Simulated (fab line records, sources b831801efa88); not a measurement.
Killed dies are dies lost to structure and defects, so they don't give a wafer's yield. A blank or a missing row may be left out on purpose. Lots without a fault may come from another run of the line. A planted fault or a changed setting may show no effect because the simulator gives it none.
Which tool did it? | flow sky130 | 12 lots, 36 wafers sampled, at 4 steps of a route of 708

WHAT THE GAUGES READ, wafer by wafer
SKY_FIELD_ISO_THK_MEAS_04. Usual: FIELD_ISO_CVD_03_THK 165.5 nm, standard deviation 1.4.
lot  | measured    | on            | FIELD_ISO_CVD_03_THK (nm) | flag
L371 | day 1 15:56 | film_metro-01 | 164.9 165.4 164.5         |
L372 | day 1 18:58 | film_metro-01 | 167.0 166.0 168.0         |
L373 | day 2 00:46 | film_metro-02 | 165.5 166.0 166.4         |
L374 | day 2 05:01 | film_metro-03 | 166.4 166.8 165.2         |
L375 | day 2 11:55 | film_metro-02 | 165.0 166.1 164.2         |
L382 | day 3 21:27 | film_metro-02 | 166.5 167.1 166.6         |
L385 | day 4 13:48 | film_metro-03 | 165.9 167.1 166.9         |
L388 | day 5 02:29 | film_metro-01 | 161.7 163.2 161.5         |
L389 | day 5 10:34 | film_metro-01 | 167.0 166.0 166.4         |
L391 | day 5 19:44 | film_metro-01 | 164.2 166.0 164.9         |
L392 | day 6 00:32 | film_metro-01 | 164.9 165.1 164.9         |
L394 | day 6 08:29 | film_metro-03 | 164.7 164.1 166.2         |

SKY_NWELL_RS_MEAS_31: measures by four-point-probe. Usual: PWDE_RS 5278 ohm/sq, standard deviation 16.
lot  | measured     | on            | PWDE_RS (ohm/sq) | flag
L371 | day 5 08:40  | film_metro-01 | 5312 5293 5308   |
L372 | day 5 10:13  | film_metro-01 | 5284 5283 5282   |
L373 | day 5 20:40  | film_metro-01 | 5286 5278 5281   |
L374 | day 5 23:44  | film_metro-04 | 5289 5306 5313   |
L375 | day 6 06:20  | film_metro-02 | 5288 5280 5274   |
L382 | day 7 23:40  | film_metro-04 | 5289 5282 5284   |
L385 | day 9 00:04  | film_metro-04 | 5247 5251 5262   |
L388 | day 9 14:46  | film_metro-01 | 5294 5290 5288   |
L389 | day 9 20:37  | film_metro-02 | 5295 5284 5262   |
L391 | day 10 11:05 | film_metro-01 | 5261 5284 5270   |
L392 | day 10 16:17 | film_metro-02 | 5272 5295 5278   |
L394 | day 11 05:48 | film_metro-01 | 5290 5264 5269   |

SKY_VT_ADJUST_HVTP_OVL_MEAS_08. Usual: VT_ADJUST_HVTP_OVL 1.4 nm, standard deviation 1.4.
lot  | measured     | on         | VT_ADJUST_HVTP_OVL (nm) | flag
L371 | day 6 01:52  | overlay-01 | 1.5 -0.1 1.1            |
L372 | day 6 02:47  | overlay-01 | 0.2 -0.5 2.6            |
L373 | day 6 15:39  | overlay-01 | 1.7 -0.8 2.5            |
L374 | day 6 18:47  | overlay-01 | 0.2 0.6 0.6             |
L375 | day 7 01:35  | overlay-02 | 1.9 1.4 2.1             |
L382 | day 8 20:20  | overlay-01 | 1.2 1.0 0.8             |
L385 | day 9 21:55  | overlay-02 | 1.6 3.8 3.1             |
L388 | day 10 13:28 | overlay-02 | 0.4 1.1 0.4             |
L389 | day 10 19:02 | overlay-02 | 1.9 -0.9 1.3            |
L391 | day 11 10:08 | overlay-02 | 1.2 2.4 2.4             |
L392 | day 11 15:44 | overlay-01 | 0.9 0.0 1.2             |
L394 | day 12 05:31 | overlay-01 | 2.9 2.6 2.4             |

WHICH TOOL RAN EACH LOT (tool, then ch and the chambers of the sampled wafers, then the start)
lot  | SKY_FIELD_ISO_ETCH_17
L371 | rie_si-02 ch 0,2,3, day 2 06:08
L372 | rie_si-01 ch 2,3, day 2 09:38
L373 | rie_si-02 ch 0,1,3, day 2 15:07
L374 | rie_si-01 ch 1,2,3, day 2 20:13
L375 | rie_si-01 ch 1,2,3, day 3 03:25
L382 | rie_si-01 ch 1,2,3, day 4 14:32
L385 | rie_si-02 ch 0,2, day 5 07:05
L388 | rie_si-02 ch 1,2, day 5 21:02
L389 | rie_si-02 ch 0,1, day 6 04:02
L391 | rie_si-02 ch 0,1,3, day 6 15:11
L392 | rie_si-02 ch 0,1, day 6 20:16
L394 | rie_si-02 ch 1,2,3, day 7 04:01
- SKY_FIELD_ISO_ETCH_17: etches Si in HBr/Cl2/O2, target depth 342 nm, time 97.7 s.

WHAT THE TOOLS THEMSELVES READ (means of the sampled wafers that have a number; where no wafer has one, the mark that the record gives instead)
SKY_FIELD_ISO_ETCH_17. Usual: bias_w 150.0 W, standard deviation 0.45; drypump_motor_current_A 5.64 A, standard deviation 0.29; oes_product_au 0.998 a.u., standard deviation 0.009; throttle_valve_pct 25.658 %, standard deviation 0.0097.
lot  | tool      | bias_w (W) | drypump_motor_current_A (A) | oes_product_au (a.u.) | throttle_valve_pct (%) | flag
L371 | rie_si-02 | 150.6      | 5.53                        | 1.001                 | 25.651                 |
L372 | rie_si-01 | 150.9      | 6.01                        | 0.989                 | 25.655                 |
L373 | rie_si-02 | 149.8      | 5.42                        | 1.001                 | 25.654                 |
L374 | rie_si-01 | 150.0      | 5.89                        | 0.991                 | 25.663                 |
L375 | rie_si-01 | 150.1      | 5.88                        | 0.996                 | 25.658                 |
L382 | rie_si-01 | 173.0      | 5.88                        | 1.016                 | 25.646                 | OFF
L385 | rie_si-02 | 149.7      | 5.37                        | 1.002                 | 25.653                 |
L388 | rie_si-02 | 149.6      | 5.30                        | 0.999                 | 25.659                 |
L389 | rie_si-02 | 149.6      | 5.22                        | 1.013                 | 25.645                 |
L391 | rie_si-02 | 150.1      | 5.46                        | 1.007                 | 25.653                 |
L392 | rie_si-02 | 150.1      | 5.20                        | 1.012                 | 25.655                 |
L394 | rie_si-02 | 149.7      | 5.47                        | 1.002                 | 25.650                 |

THE ANSWER, worked out from the rows above alone
Rule: a lot is off if the mean of its wafers that have a number lies more than 3 standard deviations from the usual mean. A lot without any number at a reading at which 4 lots or more have one is off too. The other lots that the step has rows for count as sound. The gauges are gone through in route order, then the tools' own readings, and for those a lot's mean is taken as printed above. The first step at which some lot is off is used, and at that step the reading that is off furthest; a lot without a number counts as furthest.
Off: L382, at SKY_FIELD_ISO_ETCH_17 (bias_w).
A tool fits if, at that step or a process step before it, it ran every lot that is off, and no sound lot after the first of them. One fits: rie_si-01 at SKY_FIELD_ISO_ETCH_17. Its last sound lot is L375 (day 3 03:25), its first lot that is off L382 (day 4 14:32): a fault that began between those two fits.
The tool's own readings at SKY_FIELD_ISO_ETCH_17 bear it out: on the lots that are off they differ by more than 5 times the standard deviation of the sound lots' means. bias_w reads 173.0 W there against 150.0 W on the sound lots.

WHAT THE SIMULATOR HAD PUT IN
Process parameter drift: rie_si-01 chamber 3, from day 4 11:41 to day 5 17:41, at SKY_FIELD_ISO_ETCH_17. Setting bias_w, moved by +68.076, from 150. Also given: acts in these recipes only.
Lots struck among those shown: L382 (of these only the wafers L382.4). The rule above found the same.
